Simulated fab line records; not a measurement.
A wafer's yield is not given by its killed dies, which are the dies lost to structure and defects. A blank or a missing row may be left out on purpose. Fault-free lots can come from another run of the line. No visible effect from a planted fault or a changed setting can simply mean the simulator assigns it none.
Comparing a struck lot with a sound one | flow sky130 | 16 out of 708 route steps
Sound: wafers L731.1, L731.4, L731.5. Struck: wafer L747.6. (L747.3, L747.4 of the same lot were not struck and are left out.) The cause comes at the end.
Per side, at each step with rows, come the tool, then ch with its chambers, and then its first start. Under that, the readings that differ: sound wafers | struck wafers | difference of the means | sigmas: that difference in standard deviations of wafers without a fault.
alike: same words and numbers on both sides, and readings whose means sit less than 2 such deviations apart. not compared: any withheld reading, any reading some wafer has no value for, any bound like >300 that may hide the same value, and any number with overlapping values for which the record gives no deviation.
The two part at a step that has a row with sigmas, a row that says differs or no value, or rows on one side only. When numbers do not overlap yet have no deviation, they are printed without sigmas and do not part them. A reading that every wafer of one side lacks parts them only if that side has two wafers or more.

first, 2 steps without rows for these wafers: SKY_METAL4_PEB_11; SKY_METAL4_DEVELOP_12 (develop time 60 s).
SKY_METAL4_CD_MEAS_13: the cd target is 300 nm.
  sound: cdSem-01 at day 42 00:07; struck: cdSem-01 at day 46 18:25
  alike: cdNm
SKY_METAL4_OVL_MEAS_14:
  sound: overlay-02 at day 42 00:14; struck: overlay-02 at day 46 18:30
  alike: METAL4_OVL
SKY_METAL4_DESCUM_15: chemistry O2, time 8 s.
  sound on rieMetal-03 ch 1, day 42 00:17; struck on rieMetal-03 ch 0, day 46 18:33
  alike: drypumpMotorCurrentA, heBacksideLeakSccm, oesProductAu
  not compared: rfHoursCounterH
SKY_METAL4_ETCH_16: etches BARC in N2/H2, stops on SiO2, time 88.2 s, target depth 60 nm.
  sound on rieMetal-03 ch 1, day 42 00:19; struck on rieMetal-03 ch 0, day 46 18:39
  alike: drypumpMotorCurrentA, heBacksideLeakSccm, oesProductAu, throttleValvePct
  not compared: rfHoursCounterH
SKY_METAL4_ETCH_17: etches SiO2 in C4F8/O2/Ar, stops on TiN, time 3.9 s, target depth 15 nm.
  sound on rieDiel-02 ch 2,3, day 42 00:25; struck on rieDiel-03 ch 3, day 46 18:47
  alike: oesProductAu
  not compared: rfHoursCounterH
then, 1 step without rows for these wafers: SKY_METAL4_METAL_ETCH_18 (etches the open film in Cl2/BCl3, stops on SiO2, target depth 845 nm, time 183.1 s).
SKY_METAL4_STRIP_19: strips in O2/N2.
  sound on plasmaAsher-04 ch 1, day 42 00:37; struck on plasmaAsher-02 ch 1, day 46 19:01
  alike: drypumpMotorCurrentA, oesProductAu, stripTimeToEndpointS
  not compared: rfHoursCounterH
then, 3 steps without rows for these wafers: SKY_METAL4_STRIP_20 (strips in post etch residue remover, time 1200 s); SKY_METAL4_CLEAN_21 (cleans in IPA, time 180 s); SKY_METAL4_CLEAN_22 (cleans in O3/DIW).
SKY_VIA4_HDPCVD_00: deposits SiO2, target thk 1750 nm, time 291.7 s.
  sound on hdpcvd-02 ch 0,1,2, day 42 01:12; struck on hdpcvd-01 ch 0, day 46 19:43
reading                                 | sound             | struck | difference | sigmas
runLengthS (s)                          | 319.0 319.5 319.4 | 461.9  | +142.6     | +99 or more
model.SiO2_of_VIA4_HDPCVD_00.thkNm (nm) | 1759 1780 1770    | 2617   | +847       | 
SKY_VIA4_THK_MEAS_01:
  sound: filmMetro-02 at day 42 01:23; struck: filmMetro-02 at day 46 19:55
reading              | sound          | struck | difference | sigmas
VIA4_HDPCVD_THK (nm) | 1760 1781 1770 | 2616   | +846       | +35
SKY_VIA4_CMP_02: polishes SiO2.
  sound on cmp-02 ch 1,3, day 42 01:29; struck on cmp-01 ch 1, day 46 20:02
  alike: motorCurrentA
-- the record jumps here: 3 days lie between the struck wafers' starts before and after (it left off in module VIA4 and takes up again in module PAD_OPEN, whose first step shown is number 708 of the route) --
SKY_PAD_OPEN_PROBE_99:
  sound: prober-01 at day 45 22:59; struck: prober-01 at day 50 03:59
reading       | sound | struck | difference | sigmas
killedAtOther | 0 0 0 | 2      | +2         | +4
  alike: defectLimitedYield, killed_at_M0_to_M3, killed_at_M4_up, killedAtContacts, killedAtFrontEnd, killedDies, killedOpen, killedShort, sort_bin_3_pad_short, sort_bin_5_function, sort_bin_6_memory, sortNPass, sortYieldPct

WHERE THEY PART
Last at SKY_PAD_OPEN_PROBE_99 as far as this record goes, first at SKY_VIA4_HDPCVD_00.

WHY: whatever the simulator had introduced
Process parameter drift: hdpcvd-01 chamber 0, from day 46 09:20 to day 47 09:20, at SKY_VIA4_HDPCVD_00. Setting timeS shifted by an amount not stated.
